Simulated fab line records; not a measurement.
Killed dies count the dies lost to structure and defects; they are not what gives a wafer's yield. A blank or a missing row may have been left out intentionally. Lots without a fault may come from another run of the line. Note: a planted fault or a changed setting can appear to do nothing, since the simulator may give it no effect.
Problem report, 8D (eight disciplines) form, completed by code / flow gf180mcu / the parts of the form that need people (team, actions taken, sign-off) are left out

1. PROBLEM STATEMENT
Mean NWELL_RS at GF_VT_IMPLANT_RS_MEAS_47: 498.6 ohm/sq over 6 wafers in 2 lots; fault-free wafers: 488.1 ohm/sq, standard deviation 1. Measured from the usual mean, that is +11 standard deviations.
The step: measures by four-point-probe.
First seen on wafer L731.1, day 11 03:52, on film metro-03. The record has a number at this step for 36 wafers belonging to 12 lots. The rule behind "out" and "out of limits": a value lying over 4 standard deviations away from the usual mean. The rest of the wafers with a number are treated as sound.

2. WHAT IT IS; WHAT IT IS NOT
question=which readings at this step | is=NWELL_RS | is not=-
question=which lots | is=L731, L732 | is not=L719, L720, L721, L722, L723, L724, L725, L736, L738, L739
question=which wafers of those lots | is=all that have a number | is not=-
question=read on which gauges | is=film metro-02, film metro-03 | is not=film metro-01
question=when | is=from day 11 03:52 | is not=up to then (21 sound wafers); but 9 sound wafers of L736, L738, L739 came after

3. SUSPECTS, AND WHAT RULES EACH OUT
Counting: a tool stays on the suspect list if, at a process step up to the reading, it processed all lots that are out and no sound lot following the first of them.
- ruled out: the gauge at GF_VT_IMPLANT_RS_MEAS_47. The wafers that are out were read on 2 gauges (film metro-02, film metro-03).
- implanter-04 at GF_NWELL_IMPLANT_08: kept. It ran every lot that is out, first L731 (day 5 23:02), and no sound lot after that; its last sound lot up to then is L720 (day 3 13:19). On those wafers its own readings are out: beam energy keV.
The count leaves implanter-04 at GF_NWELL_IMPLANT_08.

4. THE CAUSE (what the simulator had put in)
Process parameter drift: implanter-04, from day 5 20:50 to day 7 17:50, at GF_NWELL_IMPLANT_08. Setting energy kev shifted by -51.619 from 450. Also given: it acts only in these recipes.
This tool alone remained once counting was done.

5. THE CHAIN OF EFFECTS, in route order
Each row: a reading whose mean over the struck wafers that have a number lies more than 3 standard deviations from the usual. Readings are gone through only where the record gives a usual standard deviation; hours: the median, over the lots, of the time from a lot's start at the first step in this table giving one to that lot's start at this step; sigmas: the change measured in usual standard deviations.
hours=0; step=GF_NWELL_IMPLANT_08; reading=beam energy keV; usual=450.03; on struck wafers=398.42; change=-51.61; sigmas=-99 or more
hours=125; step=GF_VT_IMPLANT_RS_MEAS_47; reading=NWELL_RS; usual=488.1 ohm/sq; on struck wafers=498.6; change=+10.5; sigmas=+11
Process steps it contains:
- GF_NWELL_IMPLANT_08
At these later measuring or inspecting steps, every struck wafer for which the step has a row has a number for every such reading, and none has moved that far: GF_POLY_GATE_THK_MEAS_01.

6. WHAT WOULD HAVE CAUGHT IT SOONER
127 hours passed between the start of the fault at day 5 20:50 and the first reading out of limits at a measuring or inspecting step in this record, taken at day 11 03:52.
The tool's own readings at GF_NWELL_IMPLANT_08 were out on every struck wafer that the step has a row for (beam energy keV): an alarm limit on them would have fired on the first of those.
Lots out: 2; all had begun GF_NWELL_IMPLANT_08 on implanter-04 by day 11 03:52. Had the tool been put on hold then, not one of them would have been saved.
